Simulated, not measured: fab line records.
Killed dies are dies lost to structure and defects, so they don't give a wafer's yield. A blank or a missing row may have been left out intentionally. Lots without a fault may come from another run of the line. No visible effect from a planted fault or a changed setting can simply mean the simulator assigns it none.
One fault through the eyes of 2 desks + flow gf180mcu + only its own numbers are on each desk; what lay behind them is given at the end

== THE METROLOGY DESK ==
What the gauges read for every lot (on any tool): the sampled wafers with a number, averaged. The brackets show how far a lot's mean lies from the usual mean; more than 4 standard deviations puts the lot out of limits, marked OUT.
Columns: A = cd-nm at GF_M5_CD_MEAS_07, usual 279.9 nm; B = M5_OVL at GF_M5_OVL_MEAS_08, usual -1 nm; C = V5_CVD_00_THK at GF_V5_THK_MEAS_01, usual 300 nm; D = V5_CVD_02_THK at GF_V5_THK_MEAS_03, usual 1451 nm
| lot  | first seen here | A     | B  | C   | D    |
|------|-----------------|-------|----|-----|------|
| L758 | day 26 17:34    | 278.8 | -4 | 303 | 1440 |
| L760 | day 27 02:10    | 278.7 | -5 | 300 | 1429 |
| L765 | day 28 22:53    | 278.0 | 1  | 300 | 1474 |
| L776 | day 31 21:26    | 281.1 | -3 | 300 | 1411 |
| L777 | day 32 02:20    | 281.7 | -4 | 295 | 1402 |
| L779 | day 32 18:35    | 279.7 | 6  | 302 | 1442 |
This desk's verdict: no lot among the 6 shows anything out of limits.

== AT THE TOOL OWNER'S DESK: pecvd-03 ==
The tool's own readings at GF_V5_CVD_02 (deposits SiO2 from TEOS, target thk 1450 nm, time 163.28 s): means of the sampled wafers that have a number, for each lot that ran on this tool. The brackets show how far a lot's mean lies from the usual mean; more than 4 standard deviations puts the lot out of limits, marked OUT.
Columns: A = heater-power-w at GF_V5_CVD_02, usual 672 W; B = rf-fwd-power-W at GF_V5_CVD_02, usual 597.3 W
| lot  | first seen here | A   | B               |
|------|-----------------|-----|-----------------|
| L765 | day 28 23:50    | 588 | 597.6           |
| L776 | day 31 22:22    | 672 | 501.0 (-48) OUT |
| L777 | day 32 03:16    | 663 | 501.6 (-48) OUT |
This desk finds L776, L777 out of limits, L776 being first, at day 31 22:22 (rf-fwd-power-W at GF_V5_CVD_02). L765 stayed within limits.

== ALL TOGETHER ==
An alarm could have come from the tool owner's desk at day 31 22:22, on L776, L777.
From the metrology desk's view, nothing was out of limits.
The metrology desk has L776, L777 on record, within its limits.
All the named lots went through GF_V5_CVD_02 on pecvd-03.

== WHAT THE SIMULATOR HAD INSERTED ==
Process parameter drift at GF_V5_CVD_02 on pecvd-03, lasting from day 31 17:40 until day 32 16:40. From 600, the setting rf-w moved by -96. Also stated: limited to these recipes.
Lots struck among those shown: L776, L777.
Each desk's first reading out of limits, in hours after the fault started: the tool owner's desk, 5.
